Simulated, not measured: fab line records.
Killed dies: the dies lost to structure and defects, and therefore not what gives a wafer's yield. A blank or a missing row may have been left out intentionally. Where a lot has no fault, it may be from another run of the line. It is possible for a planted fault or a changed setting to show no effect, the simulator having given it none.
A lot that was struck, set against a sound lot | flow gf180mcu | 16 out of 602 route steps
Sound: wafers L738.1, L738.3, L738.6. The struck wafers were L748.2, L748.3, L748.5. The cause is named last.
At each step with rows: each side's tool, then ch and its chambers, then its first start. Under that, the readings that differ: sound wafers | struck wafers | difference of the means | sigmas: that difference in standard deviations of wafers without a fault.
alike: a reading whose means differ by less than 2 such deviations, as well as words and numbers matching on both sides. not compared: withheld readings; readings where some wafer has no value; bounds like >300 that might hide an equal value; numbers whose values overlap and for which the record gives no deviation.
A row with sigmas, a row that says differs or no value, or rows on one side alone: a step with any of these is where the two part. Numbers that have no deviation but don't overlap get no sigmas and don't part them. A reading missing from all wafers of one side parts the sides only when that side holds two or more wafers.

GF_V1_CMP_04: polishes SiO2.
  sound on cmp-01 ch 1,3, day 19 01:30; struck on cmp-02 ch 0,2,3, day 22 20:22
  alike: headPressurePsi, motorCurrentA, retainingRingPressureFrac, slurryFilterDpKPa, timeToEndpointS
GF_V1_BOW_MEAS_05:
  sound on filmMetro-02, day 19 01:48; struck on filmMetro-01, day 22 20:38
  alike: V1_BOW
then, 8 steps without rows for these wafers: GF_V1_DEHYDRATE_06 (time 60 s); GF_V1_HMDS_07 (prime time 60 s); GF_V1_COAT_08; GF_V1_COAT_09 (resist thk 1000 nm); GF_V1_SOFTBAKE_10 (time 60 s); GF_V1_EXPOSE_11 (exposes mask Via1, target cd 260 nm); GF_V1_PEB_12 (peb time 90 s); GF_V1_DEVELOP_13 (develop time 60 s).
GF_V1_CD_MEAS_14 targets a cd of 260 nm.
  sound on cdSem-01, day 20 01:26; struck on cdSem-02, day 23 20:11
  alike: cdNm
GF_V1_OVL_MEAS_15:
  sound on overlay-01, day 20 01:34; struck on overlay-02, day 23 20:17
  alike: V1_OVL
GF_V1_ETCH_16: etches BARC in N2/H2.
  sound on rieDiel-02 ch 1,2,3, day 20 01:35; struck on rieDiel-02 ch 0,2, day 23 20:19
  no value came back on the struck wafers for any of 5 readings (biasW (W), chamberPressureMTorr (mTorr) and others); on the sound wafers biasW (W) reads 99.82 99.99 99.74
GF_V1_ETCH_17: etches SiO2 in C4F8/O2/Ar, stops on TiN, target depth 630 nm.
  sound: rieDiel-02 ch 1,2,3; struck: rieDiel-02 ch 0,2
reading             | sound             | struck            | difference | sigmas
oesProductAu (a.u.) | 0.858 0.857 0.855 | 0.377 0.377 0.385 | -0.477     | -99 or more
  alike: biasW, chamberPressureMTorr
GF_V1_STRIP_18: strips in O2/N2.
  sound on plasmaAsher-03 ch 0,1, day 20 01:43; struck on plasmaAsher-03 ch 0,1, day 23 20:27
reading             | sound             | struck            | difference | sigmas
oesProductAu (a.u.) | 0.592 0.593 0.594 | 0.607 0.607 0.603 | +0.013     | +2
  alike: drypumpMotorCurrentA, heaterPowerW
  not compared: rfHoursCounterH
then, 1 step without rows for these wafers: GF_V1_STRIP_19 (strips in post etch residue remover, time 1200 s).

== WHERE THEY PART ==
Last at GF_V1_STRIP_18 as far as this record goes, first at GF_V1_ETCH_16.

WHY: what the simulator had put in
Beginning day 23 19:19, the whole step at GF_V1_ETCH_16 was skipped on rieDiel-02. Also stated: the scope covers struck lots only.
